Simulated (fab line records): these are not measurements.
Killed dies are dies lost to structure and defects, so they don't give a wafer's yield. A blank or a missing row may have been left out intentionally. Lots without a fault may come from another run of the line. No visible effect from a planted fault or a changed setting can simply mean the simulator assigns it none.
Chamber matching + flow gf180mcu + GF_V5_CMP_26 on cmp-01: 4 sister chambers
The step polishes, stops on SiO2, t overpolish 15 s, target thk 0 nm. 30 wafers are shown with their chamber, then 12 later ones without.

== WAFERS PAIRED WITH THEIR CHAMBERS ==
| wafer  | chamber | time to endpoint s (s) | overpolish run s (s) | motor current A (A) |
|--------|---------|------------------------|----------------------|---------------------|
| L075.1 | 0       | 91                     | 14.991               | 11.9                |
| L075.4 | 1       | 87                     | 15.012               | 11.4                |
| L075.6 | 3       | 86                     | 15.002               | 12.2                |
| L076.1 | 3       | 85                     | 14.995               | 11.7                |
| L076.3 | 0       | 89                     | 14.997               | 11.9                |
| L076.6 | 3       | 85                     | 14.997               | 12.1                |
| L077.1 | 0       | 87                     | 15.000               | 11.7                |
| L077.3 | 3       | 83                     | 14.995               | 11.5                |
| L077.5 | 0       | 86                     | 14.992               | 12.1                |
| L078.2 | 3       | 93                     | 14.999               | 12.1                |
| L078.3 | 0       | 96                     | 14.992               | 11.7                |
| L078.5 | 1       | 88                     | 14.997               | 11.4                |
| L079.1 | 1       | 87                     | 15.013               | 11.2                |
| L079.3 | 2       | 81                     | 14.989               | 11.4                |
| L079.6 | 3       | 87                     | 14.987               | 10.7                |
| L081.2 | 0       | 87                     | 14.992               | 12.1                |
| L081.3 | 3       | 84                     | 15.003               | 11.9                |
| L081.4 | 1       | 87                     | 14.997               | 11.7                |
| L083.1 | 1       | 83                     | 15.000               | 12.1                |
| L083.3 | 3       | 88                     | 14.994               | 11.4                |
| L083.4 | 2       | 79                     | 15.003               | 11.4                |
| L088.1 | 2       | 77                     | 15.004               | 11.8                |
| L088.4 | 3       | 88                     | 14.995               | 11.8                |
| L088.6 | 0       | 95                     | 15.007               | 11.3                |
| L091.1 | 1       | 87                     | 14.994               | 12.4                |
| L091.3 | 2       | 84                     | 15.004               | 11.6                |
| L091.4 | 3       | 93                     | 14.993               | 11.7                |
| L092.2 | 2       | 81                     | 15.004               | 11.5                |
| L092.5 | 1       | 85                     | 14.997               | 11.6                |
| L092.6 | 2       | 82                     | 15.000               | 12.5                |

SIGNATURES (means of the wafers above)
| reading            | chamber 0 | chamber 1 | chamber 2 | chamber 3 | scatter within a chamber |
|--------------------|-----------|-----------|-----------|-----------|--------------------------|
| time to endpoint s | 90.14     | 86.29     | 80.67     | 87.20     | 3.11                     |
| overpolish run s   | 14.99586  | 15.00143  | 15.00067  | 14.99600  | 0.00601                  |
| motor current A    | 11.814    | 11.686    | 11.700    | 11.710    | 0.401                    |
Rule: a wafer lies at a distance from a chamber equal to the root of the sum of squares, over the readings, of (its reading less the chamber's mean, divided by the reading's scatter). The wafer belongs to the nearest chamber; if the next one is less than 2 further off, it can't be placed. How the scatter is found: for the shown wafers, subtract from each reading the mean of its chamber, square and add these, divide the total by (wafers less chambers), then take the root.

== WAFERS WHOSE CHAMBER IS MISSING ==
| wafer  | time to endpoint s (s) | overpolish run s (s) | motor current A (A) |
|--------|------------------------|----------------------|---------------------|
| L094.2 | 89                     | 14.997               | 12.3                |
| L094.3 | 81                     | 14.996               | 11.1                |
| L094.5 | 93                     | 15.003               | 11.8                |
| L095.1 | 93                     | 14.990               | 11.3                |
| L095.2 | 96                     | 15.016               | 12.4                |
| L095.6 | 83                     | 15.000               | 11.3                |
| L096.3 | 97                     | 15.019               | 11.3                |
| L096.4 | 88                     | 14.996               | 11.7                |
| L096.5 | 93                     | 14.995               | 11.0                |
| L097.2 | 92                     | 15.015               | 12.0                |
| L097.4 | 83                     | 14.980               | 12.4                |
| L097.6 | 80                     | 15.000               | 12.1                |

== CHAMBER TAKEN BY EACH ==
| wafer  | from the rows above               | in truth |
|--------|-----------------------------------|----------|
| L094.2 | can't be placed: 0 or 3 or 1 or 2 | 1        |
| L094.3 | can't be placed: 2 or 1 or 3 or 0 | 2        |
| L094.5 | can't be placed: 0 or 1 or 3      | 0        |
| L095.1 | can't be placed: 0 or 3 or 1      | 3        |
| L095.2 | can't be placed: 0 or 1 or 3 or 2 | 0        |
| L095.6 | can't be placed: 2 or 1 or 3 or 0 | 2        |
| L096.3 | can't be placed: 0 or 1 or 3 or 2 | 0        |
| L096.4 | can't be placed: 3 or 0 or 1      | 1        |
| L096.5 | can't be placed: 0 or 3 or 1      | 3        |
| L097.2 | can't be placed: 1 or 0 or 3 or 2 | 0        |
| L097.4 | can't be placed: 3 or 0 or 2 or 1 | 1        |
| L097.6 | can't be placed: 2 or 1 or 3      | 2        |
0 of 12 placed correctly. Unplaceable from these rows: 12, with the true chamber sitting among the candidates in 12. Number placed wrongly: 0.
